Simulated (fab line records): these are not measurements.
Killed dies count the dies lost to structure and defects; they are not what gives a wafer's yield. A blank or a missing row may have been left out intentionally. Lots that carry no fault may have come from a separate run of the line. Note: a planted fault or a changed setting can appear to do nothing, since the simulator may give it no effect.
fab line records	flow sfq_line
record lots=7	wafers=21	last_day=91
route steps=325 shown M5@208 A5B@209 R5@212 I5@228 C5@240 M8@325
lots that met no fault: from a run of the same line without faults
start_h: hours from the record's first day to the start of the lot's first wafer shown	wait_h: hours elapsed since this lot's preceding step	" as in the row above	L1.1+2: several wafers, shown together as one row	- no value present, or no start provided	* or withheld: withheld	< > ~ a bound
route shown NAME@n: a module of which the file shows steps, and the number in the route of the first	usual: average and standard deviation across the fault-free wafers	same: alike in all rows	chamber/n: place in a boat	sites: the reading at each site	_std_site: the values' standard deviation	_edge_site: outer sites' mean less inner sites'	radius_mm: how far each site lies from the wafer's centre	mask NAME#n: copy n	behind: the last tool/chamber to shape the wafer	hold: what put the lot on hold/how long, in hours/how the hold closed	device: names the non-switching transistor (n, p or np)	end of line: the route-end tests of the same wafers	a step with no rows: only its recipe	killed: not the wafer's yield, but the dies lost to structure and defects at the first sort	map: a wafer's dies, x killed, . not, _ none there
set.NAME: the setting as run; set.NAME@STEP: as run at that earlier step	model.NAME: the simulator's own value behind a step, which no gauge read
lots at selected steps of the route; one table per step, one row per wafer
services: when a tool's chamber went out of use (start_h, in hours from the record's first day, below 0 if earlier), for how many hours, and the reason
## steps
# step SFQ_TRILAYER_M5_STRIP_SOLV_CLEAN_128
# recipe chemistry=NMP	temp_c=70	time_s=600
# step SFQ_TRILAYER_A5B_DEP_PECVD_129
# recipe material=SiO2	temp_c=150	time_s=133.33	pressure_torr=2.4	rf_w=185.5	precursor=SiH4/N2O	target_thk_nm=600
# step SFQ_TRILAYER_A5B_CMP_CMP_130
# recipe stop_on=Nb	down_force_psi=3	platen_rpm=60	target_thk_nm=340.7
# step SFQ_TRILAYER_A5B_METRO_MEASURE_131
# usual thk_nm=344/5.7
lot.wafer	tool	chamber	start_h	wait_h	thk_nm
L978.1	film_metro-02	-	1362.02	2.5	345
L978.3	"	-	"	"	345
L978.6	"	-	"	"	341
L982.2	film_metro-02	-	1376.46	1.3	340
L982.3	"	-	"	"	333
L982.5	"	-	"	"	341
L984.1	film_metro-02	-	1388.26	2.0	338
L984.3	"	-	"	"	341
L984.5	"	-	"	"	347
L990.1	film_metro-02	-	1445.63	2.0	356
L990.2	"	-	"	"	346
L990.4	"	-	"	"	349
L993.1	film_metro-03	-	1457.15	1.0	340
L993.4	"	-	"	"	342
L993.6	"	-	"	"	342
L994.1	film_metro-03	-	1462.08	1.0	339
L994.2	"	-	"	"	350
L994.5	"	-	"	"	349
L999.1	film_metro-02	-	1507.93	1.0	340
L999.5	"	-	"	"	342
L999.6	"	-	"	"	344
# step SFQ_TRILAYER_R5_DEP_SPUTTER_132
# recipe material=Ti	base_pressure_pa=1.33e-06	target_thk_nm=5	power_w=2000	time_s=5	chamber_pressure_pa=0.4
# usual cathode_dc_power_W=2000.1/0.39	throttle_valve_pct=30.8/0.78
lot.wafer	tool	chamber	start_h	wait_h	cathode_dc_power_W	throttle_valve_pct
L978.1	pvd_sputter-03	-	1363.22	1.0	1999.8	31.2
L978.3	"	-	"	"	1999.9	30.7
L978.6	"	-	"	"	1999.5	31.0
L982.2	pvd_sputter-05	-	1377.46	0.8	2000.1	32.0
L982.3	"	-	"	"	2001.0	31.9
L982.5	"	-	"	"	2000.1	32.1
L984.1	pvd_sputter-05	-	1389.46	1.0	2000.2	31.0
L984.3	"	-	"	"	1999.3	32.2
L984.5	"	-	"	"	1999.5	31.9
L990.1	pvd_sputter-03	-	1446.83	1.0	1999.9	31.0
L990.2	"	-	"	"	1999.9	31.0
L990.4	"	-	"	"	2000.2	30.1
L993.1	pvd_sputter-06	-	1458.35	1.0	2000.1	30.8
L993.4	"	-	"	"	1999.8	30.0
L993.6	"	-	"	"	2000.2	29.7
L994.1	pvd_sputter-03	-	1463.28	1.0	1999.3	30.4
L994.2	"	-	"	"	2000.0	31.1
L994.5	"	-	"	"	2000.1	30.1
L999.1	pvd_sputter-05	-	1509.13	1.0	2000.0	31.8
L999.5	"	-	"	"	2001.1	29.6
L999.6	"	-	"	"	1999.8	32.0
# step SFQ_TRILAYER_R5_DEP_SPUTTER_133
# recipe material=MoNx	base_pressure_pa=1.33e-06	target_thk_nm=40	power_w=1000	time_s=66.7	chamber_pressure_pa=0.4
# usual cathode_dc_power_W=1000.0/0.18	throttle_valve_pct=30.9/0.76
lot.wafer	tool	chamber	start_h	wait_h	cathode_dc_power_W	throttle_valve_pct
L978.1	pvd_sputter-03	-	1363.24	0.0	999.87	31.4
L978.3	"	-	"	"	999.91	31.1
L978.6	"	-	"	"	1000.1	31.1
L982.2	pvd_sputter-05	-	1377.48	0.0	999.96	32.0
L982.3	"	-	"	"	1000.1	31.7
L982.5	"	-	"	"	999.97	32.0
L984.1	pvd_sputter-05	-	1389.48	0.0	1000.5	31.0
L984.3	"	-	"	"	999.66	31.9
L984.5	"	-	"	"	1000.3	31.5
L990.1	pvd_sputter-03	-	1446.85	0.0	999.88	31.1
L990.2	"	-	"	"	999.89	31.0
L990.4	"	-	"	"	999.64	30.3
L993.1	pvd_sputter-06	-	1458.37	0.0	1000.1	30.7
L993.4	"	-	"	"	999.70	29.9
L993.6	"	-	"	"	999.61	29.9
L994.1	pvd_sputter-03	-	1463.30	0.0	999.79	30.1
L994.2	"	-	"	"	1000.00	31.1
L994.5	"	-	"	"	1000.0	30.7
L999.1	pvd_sputter-05	-	1509.15	0.0	1000.1	31.8
L999.5	"	-	"	"	999.87	29.5
L999.6	"	-	"	"	999.77	32.0
# step SFQ_TRILAYER_R5_DEP_SPUTTER_134
# recipe material=Ti	base_pressure_pa=1.33e-06	target_thk_nm=5	power_w=2000	time_s=5	chamber_pressure_pa=0.4
# step SFQ_R5_RS_MEAS_933
# recipe thk_meas_gauge=four-point-probe	reads=Ti_of_TRILAYER_R5_DEP_SPUTTER_134+MoNx_of_TRILAYER_R5_DEP_SPUTTER_133+Ti_of_TRILAYER_R5_DEP_SPUTTER_132
# usual R5_MONX_RS=7.04/0.084
lot.wafer	tool	chamber	start_h	wait_h	R5_MONX_RS[ohm/sq]
L978.1	film_metro-04	-	1363.31	0.0	6.96
L978.3	"	-	"	"	6.90
L978.6	"	-	"	"	7.01
L982.2	film_metro-04	-	1377.57	0.0	7.09
L982.3	"	-	"	"	7.03
L982.5	"	-	"	"	7.06
L984.1	film_metro-01	-	1389.55	0.0	7.09
L984.3	"	-	"	"	7.21
L984.5	"	-	"	"	7.10
L990.1	film_metro-03	-	1446.92	0.0	7.05
L990.2	"	-	"	"	7.14
L990.4	"	-	"	"	7.01
L993.1	film_metro-04	-	1458.45	0.0	7.10
L993.4	"	-	"	"	7.24
L993.6	"	-	"	"	7.16
L994.1	film_metro-04	-	1463.37	0.0	7.02
L994.2	"	-	"	"	7.11
L994.5	"	-	"	"	7.08
L999.1	film_metro-01	-	1509.22	0.0	7.11
L999.5	"	-	"	"	6.97
L999.6	"	-	"	"	7.08
# step SFQ_R5_THK_MEAS_934
# recipe thk_meas_gauge=xrf	reads=MoNx_of_TRILAYER_R5_DEP_SPUTTER_133
# usual R5_MONX_THK=39.9/0.48
lot.wafer	tool	chamber	start_h	wait_h	R5_MONX_THK[nm]
L978.1	film_metro-04	-	1363.43	0.1	40.2
L978.3	"	-	"	"	40.5
L978.6	"	-	"	"	40.1
L982.2	film_metro-04	-	1377.68	0.1	39.8
L982.3	"	-	"	"	39.8
L982.5	"	-	"	"	40.1
L984.1	film_metro-01	-	1389.67	0.1	39.6
L984.3	"	-	"	"	39.1
L984.5	"	-	"	"	39.7
L990.1	film_metro-03	-	1447.04	0.1	40.0
L990.2	"	-	"	"	39.6
L990.4	"	-	"	"	39.9
L993.1	film_metro-04	-	1458.57	0.1	39.6
L993.4	"	-	"	"	38.9
L993.6	"	-	"	"	39.3
L994.1	film_metro-04	-	1463.49	0.1	40.0
L994.2	"	-	"	"	39.5
L994.5	"	-	"	"	39.7
L999.1	film_metro-01	-	1509.34	0.1	39.5
L999.5	"	-	"	"	40.4
L999.6	"	-	"	"	39.8
# step SFQ_TRILAYER_R5_LITHO_COAT_141
# recipe resist=BARC	spin_rpm=3000	resist_thk_nm=62
# step SFQ_TRILAYER_R5_LITHO_COAT_136
# recipe resist=KrF	spin_rpm=3000	resist_thk_nm=600
# step SFQ_TRILAYER_R5_LITHO_SOFTBAKE_140
# recipe temp_c=withheld	time_s=withheld	resist=KrF
# step SFQ_TRILAYER_R5_LITHO_EXPOSE_137
# recipe mask_id=R5	na=0.6	source_shape=conventional	sigma_outer=0.65	target_cd_nm=500	dose_mj=14.4
# usual exposure_dose_mJ_cm2=14.401/0.013	stage_vel_mm_s=500.00/0.24
# same sigma_outer=0.65
lot.wafer	tool	chamber	start_h	wait_h	mask	exposure_dose_mJ_cm2	stage_vel_mm_s
L978.1	krf_scanner-01	0	1467.22	-	R5#0	14.421	500.30
L978.3	"	0	"	"	R5#0	14.367	499.90
L978.6	"	0	"	"	R5#0	14.395	499.82
L982.2	krf_scanner-01	0	1480.62	-	R5#0	13.523	500.03
L982.3	"	0	"	"	R5#0	13.523	500.06
L982.5	"	0	"	"	R5#0	13.520	499.91
L984.1	krf_scanner-01	0	1499.87	-	R5#0	13.503	499.78
L984.3	"	0	"	"	R5#0	13.516	500.21
L984.5	"	0	"	"	R5#0	13.540	500.04
L990.1	krf_scanner-01	0	1565.78	-	R5#0	13.515	500.08
L990.2	"	0	"	"	R5#0	13.531	500.01
L990.4	"	0	"	"	R5#0	13.539	499.89
L993.1	krf_scanner-02	0	1578.69	-	R5#0	14.401	500.24
L993.4	"	0	"	"	R5#0	14.390	500.29
L993.6	"	0	"	"	R5#0	14.394	500.14
L994.1	krf_scanner-02	0	1582.29	-	R5#0	14.371	499.65
L994.2	"	0	"	"	R5#0	14.379	500.07
L994.5	"	0	"	"	R5#0	14.388	499.72
L999.1	krf_scanner-02	0	1626.74	-	R5#0	14.422	500.14
L999.5	"	0	"	"	R5#0	14.386	499.91
L999.6	"	0	"	"	R5#0	14.400	499.96
# step SFQ_TRILAYER_R5_LITHO_PEB_139
# recipe peb_temp_c=115.4	peb_time_s=60	resist=KrF
# step SFQ_TRILAYER_R5_LITHO_DEVELOP_138
# recipe time_s=60	resist=KrF
# step SFQ_R5_OVL_MEAS_935
# usual R5_OVL=1/5.4
lot.wafer	tool	chamber	start_h	wait_h	R5_OVL[nm]
L978.1	overlay-01	-	1468.72	0.1	-5
L978.3	"	-	"	"	-4
L978.6	"	-	"	"	-1
L982.2	overlay-01	-	1481.93	0.1	2
L982.3	"	-	"	"	-2
L982.5	"	-	"	"	5
L984.1	overlay-02	-	1501.37	0.1	-6
L984.3	"	-	"	"	-4
L984.5	"	-	"	"	-6
L990.1	overlay-01	-	1567.28	0.1	2
L990.2	"	-	"	"	-3
L990.4	"	-	"	"	-10
L993.1	overlay-01	-	1580.19	0.1	-4
L993.4	"	-	"	"	2
L993.6	"	-	"	"	-7
L994.1	overlay-01	-	1583.79	0.1	9
L994.2	"	-	"	"	8
L994.5	"	-	"	"	7
L999.1	overlay-01	-	1628.24	0.1	10
L999.5	"	-	"	"	14
L999.6	"	-	"	"	9
# step SFQ_TRILAYER_R5_BARC_OPEN_METAL_ETCH_177
# recipe mask_material=PR	chemistry=O2	target_depth_nm=125	target=BARC	icp_w=600	bias_w=80	pressure_mtorr=10	time_s=41.7
# usual drypump_motor_current_A=5.7/0.51	he_backside_leak_sccm=3.5/0.33	oes_product_au=0.684/0.0043
lot.wafer	tool	chamber	start_h	wait_h	drypump_motor_current_A	he_backside_leak_sccm	oes_product_au	rf_hours_counter_h	model.R5.cd_nm
L978.1	rie_metal-04	0	1468.76	0.0	6.2	3.7	0.674	80	494.9
L978.3	"	0	"	"	6.1	3.4	0.681	-	495.8
L978.6	"	1	"	"	6.3	3.2	0.679	-	495.7
L982.2	rie_metal-02	1	1481.96	0.0	5.1	3.5	0.688	46	504
L982.3	"	0	"	"	6.3	3.3	0.686	-	503.5
L982.5	"	1	"	"	5.1	3.6	0.682	-	502.4
L984.1	rie_metal-03	0	1501.41	0.0	5.4	3.1	0.679	44	502
L984.3	"	1	"	"	5.2	3.5	0.687	-	500
L984.5	"	1	"	"	5.2	3.5	0.681	-	500.9
L990.1	rie_metal-03	1	1567.31	0.0	5.3	3.7	0.683	24	501.1
L990.2	"	0	"	"	5.5	4.9	0.691	52	503.4
L990.4	"	0	"	"	5.5	3.2	0.686	-	503.1
L993.1	rie_metal-03	1	1580.22	0.0	5.3	3.7	0.682	26	492.4
L993.4	"	0	"	"	5.5	3.3	0.691	-	492.4
L993.6	"	0	"	"	5.5	3.4	0.686	-	494
L994.1	rie_metal-02	1	1583.82	0.0	5.1	3.8	0.687	61	491.8
L994.2	"	1	"	"	5.1	3.6	0.686	-	492.3
L994.5	"	1	"	"	5.1	3.6	0.673	-	490.9
L999.1	rie_metal-04	0	1628.27	0.0	6.2	3.8	0.686	103	491.7
L999.5	"	1	"	"	6.2	3.2	0.675	-	489.9
L999.6	"	0	"	"	6.2	3.4	0.683	-	493
# step SFQ_TRILAYER_R5_ETCH_METAL_ETCH_139
# recipe stop_on=SiO2	mask_material=PR	chemistry=Cl2	target_depth_nm=60	icp_w=600	bias_w=80	pressure_mtorr=10	time_s=40
# usual drypump_motor_current_A=5.7/0.51	he_backside_leak_sccm=3.40/0.25	oes_product_au=0.991/0.0075
lot.wafer	tool	chamber	start_h	wait_h	drypump_motor_current_A	he_backside_leak_sccm	oes_product_au	rf_hours_counter_h	model.R5.cd_nm
L978.1	rie_metal-04	0	1468.82	0.0	6.2	3.42	0.993	80	495.4
L978.3	"	0	"	"	6.2	3.23	0.985	-	496.2
L978.6	"	1	"	"	6.2	3.31	0.988	-	495.6
L982.2	rie_metal-02	1	1482.02	0.0	5.1	3.38	0.988	46	504.1
L982.3	"	0	"	"	6.3	3.43	0.985	-	503.3
L982.5	"	1	"	"	5.1	3.44	0.995	-	502.7
L984.1	rie_metal-03	0	1501.47	0.0	5.4	3.23	0.992	44	501.9
L984.3	"	1	"	"	5.2	3.57	0.979	-	499.5
L984.5	"	1	"	"	5.2	3.40	0.974	-	500.3
L990.1	rie_metal-03	1	1567.37	0.0	5.2	3.43	0.977	24	500.4
L990.2	"	0	"	"	5.5	3.19	0.993	52	503.1
L990.4	"	0	"	"	5.5	3.11	0.988	-	502.9
L993.1	rie_metal-03	1	1580.28	0.0	5.2	3.58	0.979	26	491.9
L993.4	"	0	"	"	5.5	3.25	0.992	-	492.2
L993.6	"	0	"	"	5.5	3.28	0.993	-	493.5
L994.1	rie_metal-02	1	1583.94	0.1	5.1	3.68	0.985	61	492.2
L994.2	"	1	"	"	5.1	3.60	0.997	-	492.7
L994.5	"	1	"	"	5.1	3.56	0.984	-	491
L999.1	rie_metal-04	0	1628.33	0.0	6.2	3.56	0.994	103	492
L999.5	"	1	"	"	6.2	3.25	0.990	-	489.8
L999.6	"	0	"	"	6.2	3.70	0.987	-	493.3
# step SFQ_TRILAYER_R5_STRIP_STRIP_140
# recipe gas=O2	power_w=200	platen_temp_c=40	overash_fraction=0.65	chemistry=O2	pressure_mtorr=50
# usual drypump_motor_current_A=5.7/0.51	he_backside_leak_sccm=3.5/0.36	oes_product_au=1.002/0.0098	platen_temp_c=39.99/0.12
lot.wafer	tool	chamber	start_h	wait_h	drypump_motor_current_A	he_backside_leak_sccm	oes_product_au	platen_temp_c	rf_hours_counter_h
L978.1	rie_metal-04	0	1468.88	0.0	6.2	3.4	1.002	39.81	80
L978.3	"	0	"	"	6.2	3.6	1.005	39.82	-
L978.6	"	1	"	"	6.2	3.2	0.999	39.96	-
L982.2	rie_metal-02	1	1482.08	0.0	5.1	3.4	0.992	39.92	46
L982.3	"	0	"	"	6.3	3.3	0.996	39.91	-
L982.5	"	1	"	"	5.1	3.6	1.012	39.80	-
L984.1	rie_metal-03	0	1501.53	0.0	5.5	3.1	0.995	40.13	44
L984.3	"	1	"	"	5.2	3.1	0.990	39.78	-
L984.5	"	1	"	"	5.2	3.4	0.991	39.85	-
L990.1	rie_metal-03	1	1567.43	0.0	5.2	3.8	0.981	40.09	24
L990.2	"	0	"	"	5.5	3.2	1.006	40.07	52
L990.4	"	0	"	"	5.5	3.2	1.007	40.09	-
L993.1	rie_metal-03	1	1580.34	0.0	5.2	3.3	0.990	39.89	26
L993.4	"	0	"	"	5.5	3.2	1.001	39.92	-
L993.6	"	0	"	"	5.5	3.3	0.997	40.05	-
L994.1	rie_metal-02	1	1584.06	0.1	5.1	3.6	1.005	40.14	61
L994.2	"	1	"	"	5.0	3.7	1.009	40.02	-
L994.5	"	1	"	"	5.1	3.7	1.003	40.14	-
L999.1	rie_metal-04	0	1628.39	0.0	6.2	3.6	1.009	39.80	103
L999.5	"	1	"	"	6.2	3.3	1.009	40.05	-
L999.6	"	0	"	"	6.2	3.6	1.016	39.89	-
# step SFQ_TRILAYER_R5_STRIP_SOLV_CLEAN_141
# recipe chemistry=NMP	temp_c=70	time_s=600
# step SFQ_TRILAYER_A5C_DEP_PECVD_142
# recipe material=SiO2	temp_c=150	time_s=15.556	pressure_torr=2.4	rf_w=183.3	precursor=SiH4/N2O	target_thk_nm=70
# usual heater_power_w=83/8.6	showerhead_vpp_V=826/30	throttle_valve_pct=25.8/1.4
lot.wafer	tool	chamber	start_h	wait_h	heater_power_w	showerhead_vpp_V	since_wet_clean_h	throttle_valve_pct
L978.1	pecvd-03	2	1469.65	0.0	92	801	1261	24.4
L978.3	"	0	"	"	81	806	1261	26.5
L978.6	"	2	"	"	92	799	-	24.2
L982.2	pecvd-03	2	1482.85	0.0	96	795	1275	23.9
L982.3	"	1	"	"	88	804	1275	27.0
L982.5	"	1	"	"	89	800	-	27.1
L984.1	pecvd-04	1	1502.30	0.0	85	846	925	27.5
L984.3	"	2	"	"	92	875	925	24.6
L984.5	"	0	"	"	69	843	-	26.8
L990.1	pecvd-04	0	1568.21	0.0	70	837	990	26.8
L990.2	"	2	"	"	87	875	990	24.6
L990.4	"	0	"	"	71	849	-	26.9
L993.1	pecvd-03	1	1581.12	0.0	83	802	1373	26.7
L993.4	"	0	"	"	88	810	-	26.3
L993.6	"	1	"	"	84	799	-	27.1
L994.1	pecvd-02	1	1585.43	0.0	98	865	255	25.6
L994.2	"	0	"	"	88	797	255	23.6
L994.5	"	1	"	"	99	858	-	25.6
L999.1	pecvd-04	1	1629.17	0.0	81	829	1051	27.6
L999.5	"	1	"	"	79	847	-	27.8
L999.6	"	0	"	"	72	828	-	26.9
# step SFQ_TRILAYER_I5_LITHO_COAT_149
# recipe resist=BARC	spin_rpm=3000	resist_thk_nm=62
# step SFQ_TRILAYER_I5_LITHO_COAT_144
# recipe resist=KrF	spin_rpm=3000	resist_thk_nm=650
# step SFQ_TRILAYER_I5_LITHO_SOFTBAKE_148
# recipe temp_c=withheld	time_s=withheld	resist=KrF
# step SFQ_TRILAYER_I5_LITHO_EXPOSE_145
# recipe mask_id=I5	na=0.6	source_shape=conventional	sigma_outer=0.65	target_cd_nm=700	dose_mj=21.3
# step SFQ_TRILAYER_I5_LITHO_PEB_147
# recipe peb_temp_c=115	peb_time_s=60	resist=KrF
# step SFQ_TRILAYER_I5_LITHO_DEVELOP_146
# recipe time_s=60	resist=KrF
# step SFQ_I5_OVL_MEAS_936
# usual I5_OVL=4/5.2
lot.wafer	tool	chamber	start_h	wait_h	I5_OVL[nm]
L978.1	overlay-01	-	1471.93	0.1	7
L978.3	"	-	"	"	1
L978.6	"	-	"	"	1
L982.2	overlay-02	-	1485.13	0.1	-2
L982.3	"	-	"	"	1
L982.5	"	-	"	"	-4
L984.1	overlay-01	-	1504.58	0.1	6
L984.3	"	-	"	"	4
L984.5	"	-	"	"	6
L990.1	overlay-02	-	1571.63	0.1	3
L990.2	"	-	"	"	4
L990.4	"	-	"	"	2
L993.1	overlay-02	-	1583.52	0.1	7
L993.4	"	-	"	"	5
L993.6	"	-	"	"	4
L994.1	overlay-02	-	1587.71	0.1	0
L994.2	"	-	"	"	3
L994.5	"	-	"	"	1
L999.1	overlay-02	-	1632.01	0.1	5
L999.5	"	-	"	"	4
L999.6	"	-	"	"	3
# step SFQ_TRILAYER_I5_BARC_OPEN_VIA_ETCH_200
# recipe mask_material=PR	chemistry=O2	target_depth_nm=125	target=BARC	source_w=500	bias_w=80	pressure_mtorr=30.78	time_s=41.7
# step SFQ_TRILAYER_I5_ETCH_VIA_ETCH_147
# recipe stop_on=Nb	mask_material=PR	chemistry=CHF3	target_depth_nm=360	source_w=500	bias_w=80	pressure_mtorr=30	time_s=withheld
# step SFQ_TRILAYER_I5_STRIP_STRIP_148
# recipe gas=O2	power_w=200	platen_temp_c=40	overash_fraction=0.65	chemistry=O2	pressure_mtorr=50
# step SFQ_TRILAYER_I5_STRIP_SOLV_CLEAN_149
# recipe chemistry=NMP	temp_c=70	time_s=600
# step SFQ_TRILAYER_C5_LITHO_COAT_156
# recipe resist=BARC	spin_rpm=3000	resist_thk_nm=62
# step SFQ_TRILAYER_C5_LITHO_COAT_151
# recipe resist=KrF	spin_rpm=3000	resist_thk_nm=650
# step SFQ_TRILAYER_C5_LITHO_SOFTBAKE_155
# recipe temp_c=withheld	time_s=withheld	resist=KrF
# step SFQ_TRILAYER_C5_LITHO_EXPOSE_152
# recipe mask_id=C5	na=0.6	source_shape=conventional	sigma_outer=0.65	target_cd_nm=500	dose_mj=21.3
# step SFQ_TRILAYER_C5_LITHO_PEB_154
# recipe peb_temp_c=115	peb_time_s=60	resist=KrF
# step SFQ_TRILAYER_C5_LITHO_DEVELOP_153
# recipe time_s=60	resist=KrF
# step SFQ_C5_OVL_MEAS_937
# usual C5_OVL=1/5.9
lot.wafer	tool	chamber	start_h	wait_h	C5_OVL[nm]
L978.1	overlay-01	-	1594.59	0.1	3
L978.3	"	-	"	"	6
L978.6	"	-	"	"	12
L982.2	overlay-02	-	1604.19	0.1	-2
L982.3	"	-	"	"	-3
L982.5	"	-	"	"	-5
L984.1	overlay-01	-	1617.51	0.1	-8
L984.3	"	-	"	"	-2
L984.5	"	-	"	"	-3
L990.1	overlay-02	-	1687.72	0.1	-2
L990.2	"	-	"	"	3
L990.4	"	-	"	"	-1
L993.1	overlay-02	-	1698.76	0.1	5
L993.4	"	-	"	"	7
L993.6	"	-	"	"	6
L994.1	overlay-01	-	1702.36	0.1	4
L994.2	"	-	"	"	-2
L994.5	"	-	"	"	-6
L999.1	overlay-01	-	1740.89	0.1	-7
L999.5	"	-	"	"	-7
L999.6	"	-	"	"	-7
# step SFQ_TRILAYER_C5_BARC_OPEN_VIA_ETCH_210
# recipe mask_material=PR	chemistry=O2	target_depth_nm=125	target=BARC	source_w=500	bias_w=80	pressure_mtorr=30	time_s=41.7
# step SFQ_TRILAYER_C5_ETCH_VIA_ETCH_154
# recipe target=SiO2	mask_material=PR	chemistry=CHF3	target_depth_nm=84	source_w=500	bias_w=80	pressure_mtorr=30	time_s=withheld	stop_on=Nb
# step SFQ_TRILAYER_C5_STRIP_STRIP_155
# recipe gas=O2	power_w=200	platen_temp_c=40	overash_fraction=0.65	chemistry=O2	pressure_mtorr=50
# step SFQ_M8_BOW_MEAS_951
# recipe mode=bow
# usual M8_BOW=6/11
lot.wafer	tool	chamber	start_h	wait_h	M8_BOW[um]	model.etest.r5.ohm_um
L978.1	film_metro-04	-	1929.70	0.0	2	14.02
L978.3	"	-	"	"	-8	13.91
L978.6	"	-	"	"	-15	14.11
L982.2	film_metro-02	-	1940.33	0.0	-5	14
L982.3	"	-	"	"	8	13.95
L982.5	"	-	"	"	-2	13.96
L984.1	film_metro-02	-	1947.23	0.0	-8	14.14
L984.3	"	-	"	"	-7	14.4
L984.5	"	-	"	"	-8	14.18
L990.1	film_metro-02	-	2007.21	0.0	12	14.08
L990.2	"	-	"	"	24	14.18
L990.4	"	-	"	"	8	14.01
L993.1	film_metro-04	-	2021.36	0.0	-16	14.51
L993.4	"	-	"	"	-12	14.73
L993.6	"	-	"	"	-16	14.55
L994.1	film_metro-02	-	2076.34	0.0	-6	14.31
L994.2	"	-	"	"	23	14.41
L994.5	"	-	"	"	4	14.43
L999.1	film_metro-04	-	2181.79	0.0	-3	14.41
L999.5	"	-	"	"	-3	14.16
L999.6	"	-	"	"	4	14.27
## services
tool	chamber	start_h	hours	kind
pvd_sputter-03	-	1344.19	18.3	repair
krf_scanner-01	-	1345.08	3.6	pm
rie_metal-02	0	1347.11	6.4	repair
krf_scanner-01	-	1350.09	0.6	repair
krf_scanner-01	-	1354.18	3.0	repair
rie_metal-02	-	1388.53	0.8	repair
film_metro-02	-	1392.58	0.4	pm
rie_metal-03	-	1400.59	15.6	pm
pvd_sputter-05	-	1401.12	3.6	repair
krf_scanner-01	-	1407.32	1.0	pm
krf_scanner-01	-	1415.81	0.3	repair
krf_scanner-01	-	1445.37	1.3	pm
pvd_sputter-05	-	1466.95	3.4	repair
film_metro-02	-	1472.93	0.6	pm
rie_metal-04	1	1474.47	11.9	repair
film_metro-02	-	1498.01	1.2	pm
pvd_sputter-03	-	1499.65	12.5	repair
rie_metal-03	0	1514.09	16.6	repair
rie_metal-02	0	1535.27	1.0	repair
rie_metal-02	-	1536.34	0.7	repair
rie_metal-04	-	1538.10	2.8	pm
film_metro-02	-	1547.14	0.9	pm
rie_metal-02	0	1571.95	20.8	repair
rie_metal-02	-	1574.88	2.8	pm
## key
first_sign step=SFQ_TRILAYER_R5_LITHO_EXPOSE_137	reading=exposure_dose_mJ_cm2	direction=down	sigmas=66	usual=14.401	struck=13.523
effect none on later readings
model_effect step=SFQ_TRILAYER_R5_BARC_OPEN_METAL_ETCH_177	value=R5.cd_nm	without=492.1	struck=502.3
model_effect step=SFQ_TRILAYER_R5_ETCH_METAL_ETCH_139	value=R5.cd_nm	without=491.8	struck=502
model_effect step=SFQ_M8_BOW_MEAS_951	value=etest.r5.ohm_um	without=14.39	struck=14.1
met_at SFQ_TRILAYER_R5_LITHO_EXPOSE_137
struck_wafers L982.2,L982.3,L982.5,L984.1,L984.3,L984.5,L990.1,L990.2,L990.4
onset_between 1467.22 1480.62
fault kind=process_parameter_drift	tool=krf_scanner-01	chamber=-	onset_h=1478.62	steps=SFQ_TRILAYER_R5_LITHO_EXPOSE_137	channel=dose_mj	offset=-0.88519	shape=step	acts_in=these_recipes_only	stated=14.4
